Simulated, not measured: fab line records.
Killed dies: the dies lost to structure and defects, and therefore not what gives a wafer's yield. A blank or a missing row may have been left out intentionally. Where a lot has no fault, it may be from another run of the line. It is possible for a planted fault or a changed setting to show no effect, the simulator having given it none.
The tool behind it: which one? || flow sky130 || 10 lots, 30 wafers sampled, at 6 steps of a route of 708

== WHAT EACH GAUGE READ, for each wafer ==
SKY_METAL3_OVL_MEAS_14.
{"lot": "L171", "measured": "day 40 13:58", "on": "overlay-02", "METAL3_OVL (nm)": "3 8 -2"}
{"lot": "L174", "measured": "day 41 19:25", "on": "overlay-01", "METAL3_OVL (nm)": "4 1 4"}
{"lot": "L175", "measured": "day 41 22:02", "on": "overlay-02", "METAL3_OVL (nm)": "1 9 8"}
{"lot": "L176", "measured": "day 42 01:44", "on": "overlay-02", "METAL3_OVL (nm)": "8 0 2"}
{"lot": "L177", "measured": "day 42 13:56", "on": "overlay-02", "METAL3_OVL (nm)": "-2 8 13"}
{"lot": "L178", "measured": "day 42 20:55", "on": "overlay-01", "METAL3_OVL (nm)": "4 3 4"}
{"lot": "L181", "measured": "day 43 20:20", "on": "overlay-02", "METAL3_OVL (nm)": "-5 0 8"}
{"lot": "L182", "measured": "day 44 02:23", "on": "overlay-01", "METAL3_OVL (nm)": "10 -4 0"}
{"lot": "L183", "measured": "day 44 09:02", "on": "overlay-02", "METAL3_OVL (nm)": "3 3 0"}
{"lot": "L185", "measured": "day 44 11:13", "on": "overlay-02", "METAL3_OVL (nm)": "-3 -5 2"}

SKY_CAP2M_RS_MEAS_03: measures by four-point-probe.
{"lot": "L171", "measured": "day 41 19:04", "on": "filmMetro-02", "CAP2M_TIN_RS (ohm/sq)": "6.93 6.86 6.90"}
{"lot": "L174", "measured": "day 42 23:35", "on": "filmMetro-02", "CAP2M_TIN_RS (ohm/sq)": "6.98 6.95 6.96"}
{"lot": "L175", "measured": "day 43 02:54", "on": "filmMetro-02", "CAP2M_TIN_RS (ohm/sq)": "6.93 6.89 6.89"}
{"lot": "L176", "measured": "day 43 05:56", "on": "filmMetro-04", "CAP2M_TIN_RS (ohm/sq)": "6.81 6.80 6.78"}
{"lot": "L177", "measured": "day 43 17:51", "on": "filmMetro-02", "CAP2M_TIN_RS (ohm/sq)": "6.91 6.91 6.96"}
{"lot": "L178", "measured": "day 44 01:34", "on": "filmMetro-02", "CAP2M_TIN_RS (ohm/sq)": "6.89 6.95 6.98"}
{"lot": "L181", "measured": "day 44 23:13", "on": "filmMetro-01", "CAP2M_TIN_RS (ohm/sq)": "6.80 6.77 6.82"}
{"lot": "L182", "measured": "day 45 05:31", "on": "filmMetro-01", "CAP2M_TIN_RS (ohm/sq)": "6.90 6.87 6.86"}
{"lot": "L183", "measured": "day 45 10:28", "on": "filmMetro-02", "CAP2M_TIN_RS (ohm/sq)": "6.91 6.93 6.87"}
{"lot": "L185", "measured": "day 45 13:43", "on": "filmMetro-04", "CAP2M_TIN_RS (ohm/sq)": "6.89 6.83 11.95"}

SKY_CAP2M_THK_MEAS_04: measures by xrf.
{"lot": "L171", "measured": "day 41 19:11", "on": "filmMetro-02", "CAP2M_TIN_THK (nm)": "200.6 202.0 201.3"}
{"lot": "L174", "measured": "day 42 23:40", "on": "filmMetro-02", "CAP2M_TIN_THK (nm)": "199.6 199.5 199.9"}
{"lot": "L175", "measured": "day 43 03:01", "on": "filmMetro-02", "CAP2M_TIN_THK (nm)": "201.6 203.0 201.6"}
{"lot": "L176", "measured": "day 43 06:04", "on": "filmMetro-04", "CAP2M_TIN_THK (nm)": "205.2 206.2 207.6"}
{"lot": "L177", "measured": "day 43 17:58", "on": "filmMetro-02", "CAP2M_TIN_THK (nm)": "200.3 200.6 199.8"}
{"lot": "L178", "measured": "day 44 01:41", "on": "filmMetro-02", "CAP2M_TIN_THK (nm)": "201.5 199.7 199.1"}
{"lot": "L181", "measured": "day 44 23:19", "on": "filmMetro-01", "CAP2M_TIN_THK (nm)": "205.3 207.3 205.3"}
{"lot": "L182", "measured": "day 45 05:38", "on": "filmMetro-01", "CAP2M_TIN_THK (nm)": "202.3 202.0 203.5"}
{"lot": "L183", "measured": "day 45 10:34", "on": "filmMetro-02", "CAP2M_TIN_THK (nm)": "200.8 199.8 201.8"}
{"lot": "L185", "measured": "day 45 13:50", "on": "filmMetro-04", "CAP2M_TIN_THK (nm)": "203.5 204.7 119.2"}

== EACH LOT AND THE TOOL THAT RAN IT (in order: tool; ch and the chambers of the sampled wafers; start) ==
{"lot": "L171", "SKY_VIA3_ETCH_15": "rieDiel-01 ch 2,3, day 41 17:12", "SKY_METAL4_SPUTTER_00": "pvdSputter-04, day 41 18:43", "SKY_CAP2M_SPUTTER_02": "pvdSputter-02, day 41 18:58"}
{"lot": "L174", "SKY_VIA3_ETCH_15": "rieDiel-04 ch 0,1,3, day 42 21:51", "SKY_METAL4_SPUTTER_00": "pvdSputter-04, day 42 23:10", "SKY_CAP2M_SPUTTER_02": "pvdSputter-01, day 42 23:25"}
{"lot": "L175", "SKY_VIA3_ETCH_15": "rieDiel-03 ch 1,2,3, day 43 01:01", "SKY_METAL4_SPUTTER_00": "pvdSputter-04, day 43 02:31", "SKY_CAP2M_SPUTTER_02": "pvdSputter-01, day 43 02:46"}
{"lot": "L176", "SKY_VIA3_ETCH_15": "rieDiel-03 ch 0,2, day 43 03:51", "SKY_METAL4_SPUTTER_00": "pvdSputter-03, day 43 05:36", "SKY_CAP2M_SPUTTER_02": "pvdSputter-01, day 43 05:50"}
{"lot": "L177", "SKY_VIA3_ETCH_15": "rieDiel-04 ch 0,1,2, day 43 15:57", "SKY_METAL4_SPUTTER_00": "pvdSputter-04, day 43 17:29", "SKY_CAP2M_SPUTTER_02": "pvdSputter-02, day 43 17:43"}
{"lot": "L178", "SKY_VIA3_ETCH_15": "rieDiel-03 ch 1,3, day 43 23:45", "SKY_METAL4_SPUTTER_00": "pvdSputter-03, day 44 01:13", "SKY_CAP2M_SPUTTER_02": "pvdSputter-02, day 44 01:28"}
{"lot": "L181", "SKY_VIA3_ETCH_15": "rieDiel-03 ch 0,2,3, day 44 21:30", "SKY_METAL4_SPUTTER_00": "pvdSputter-03, day 44 22:50", "SKY_CAP2M_SPUTTER_02": "pvdSputter-02, day 44 23:05"}
{"lot": "L182", "SKY_VIA3_ETCH_15": "rieDiel-04 ch 0,1,2, day 45 03:45", "SKY_METAL4_SPUTTER_00": "pvdSputter-02, day 45 05:10", "SKY_CAP2M_SPUTTER_02": "pvdSputter-01, day 45 05:23"}
{"lot": "L183", "SKY_VIA3_ETCH_15": "rieDiel-03 ch 0,1,2, day 45 08:42", "SKY_METAL4_SPUTTER_00": "pvdSputter-04, day 45 10:05", "SKY_CAP2M_SPUTTER_02": "pvdSputter-01, day 45 10:19"}
{"lot": "L185", "SKY_VIA3_ETCH_15": "rieDiel-03 ch 0,1,3, day 45 12:03", "SKY_METAL4_SPUTTER_00": "pvdSputter-02, day 45 13:22", "SKY_CAP2M_SPUTTER_02": "pvdSputter-01, day 45 13:36"}
- SKY_VIA3_ETCH_15: etches SiO2 in C4F8/O2/Ar, stops on TiN, target depth 507 nm, time 78 s.
- SKY_METAL4_SPUTTER_00: material Ti, target thk 15 nm, time 10 s.
- SKY_CAP2M_SPUTTER_02: material TiN, target thk 200 nm, time 166.7 s.

== AS READ BY THE TOOLS THEMSELVES (means over the sampled wafers that have a number; for cases with no such wafer, the mark the record gives instead) ==
SKY_VIA3_ETCH_15.
{"lot": "L171", "tool": "rieDiel-01", "oesProductAu (a.u.)": 0.947}
{"lot": "L174", "tool": "rieDiel-04", "oesProductAu (a.u.)": 0.943}
{"lot": "L175", "tool": "rieDiel-03", "oesProductAu (a.u.)": 0.948}
{"lot": "L176", "tool": "rieDiel-03", "oesProductAu (a.u.)": 0.949}
{"lot": "L177", "tool": "rieDiel-04", "oesProductAu (a.u.)": 0.940}
{"lot": "L178", "tool": "rieDiel-03", "oesProductAu (a.u.)": 0.943}
{"lot": "L181", "tool": "rieDiel-03", "oesProductAu (a.u.)": 0.944}
{"lot": "L182", "tool": "rieDiel-04", "oesProductAu (a.u.)": 0.944}
{"lot": "L183", "tool": "rieDiel-03", "oesProductAu (a.u.)": 0.943}
{"lot": "L185", "tool": "rieDiel-03", "oesProductAu (a.u.)": 0.948}

SKY_METAL4_SPUTTER_00.
{"lot": "L171", "tool": "pvdSputter-04", "throttleValvePct (%)": 30.7}
{"lot": "L174", "tool": "pvdSputter-04", "throttleValvePct (%)": 30.9}
{"lot": "L175", "tool": "pvdSputter-04", "throttleValvePct (%)": 30.5}
{"lot": "L176", "tool": "pvdSputter-03", "throttleValvePct (%)": 30.7}
{"lot": "L177", "tool": "pvdSputter-04", "throttleValvePct (%)": 30.8}
{"lot": "L178", "tool": "pvdSputter-03", "throttleValvePct (%)": 30.2}
{"lot": "L181", "tool": "pvdSputter-03", "throttleValvePct (%)": 29.9}
{"lot": "L182", "tool": "pvdSputter-02", "throttleValvePct (%)": 30.8}
{"lot": "L183", "tool": "pvdSputter-04", "throttleValvePct (%)": 30.6}
{"lot": "L185", "tool": "pvdSputter-02", "throttleValvePct (%)": 30.1}

SKY_CAP2M_SPUTTER_02.
{"lot": "L171", "tool": "pvdSputter-02", "throttleValvePct (%)": 31.0}
{"lot": "L174", "tool": "pvdSputter-01", "throttleValvePct (%)": 28.5}
{"lot": "L175", "tool": "pvdSputter-01", "throttleValvePct (%)": 30.4}
{"lot": "L176", "tool": "pvdSputter-01", "throttleValvePct (%)": 29.7}
{"lot": "L177", "tool": "pvdSputter-02", "throttleValvePct (%)": 30.3}
{"lot": "L178", "tool": "pvdSputter-02", "throttleValvePct (%)": 30.5}
{"lot": "L181", "tool": "pvdSputter-02", "throttleValvePct (%)": 30.4}
{"lot": "L182", "tool": "pvdSputter-01", "throttleValvePct (%)": 29.6}
{"lot": "L183", "tool": "pvdSputter-01", "throttleValvePct (%)": 30.2}
{"lot": "L185", "tool": "pvdSputter-01", "throttleValvePct (%)": 28.5}

== THE ANSWER, worked out from the rows above alone ==
Rule: the lots themselves supply what counts as usual. Put in order of their means at a reading, lots are off if they are a third of the lots or fewer, leave a main group of 4 or more, and stand apart from it by a gap of 3 or more times the standard deviation of the main group's means; of several such gaps the widest counts. A main group whose means are all the same, to the digits that the tables above print for the reading, isn't used. A lot without any number at a reading at which 4 lots or more have one is off too. All remaining lots with rows at the step are treated as sound. The gauges are gone through in route order, then the tools' own readings, and for those a lot's mean is taken as printed above. At the first step where some lot is off, the reading lying furthest off is the one used; lots without a number count as furthest.
Off: L185, seen at SKY_CAP2M_RS_MEAS_03 (CAP2M_TIN_RS). Main group: mean 6.89 ohm/sq, sd 0.055.
If a tool, at a process step before that reading, ran all the lots that are off and no sound lot after the first of them, it fits. The gauges at SKY_CAP2M_RS_MEAS_03 are tried like those tools. Can't be told from this: 4 tools fit, rieDiel-03 at SKY_VIA3_ETCH_15, pvdSputter-02 at SKY_METAL4_SPUTTER_00, pvdSputter-01 at SKY_CAP2M_SPUTTER_02, filmMetro-04 at SKY_CAP2M_RS_MEAS_03.

== WHAT THE SIMULATOR HAD INSERTED ==
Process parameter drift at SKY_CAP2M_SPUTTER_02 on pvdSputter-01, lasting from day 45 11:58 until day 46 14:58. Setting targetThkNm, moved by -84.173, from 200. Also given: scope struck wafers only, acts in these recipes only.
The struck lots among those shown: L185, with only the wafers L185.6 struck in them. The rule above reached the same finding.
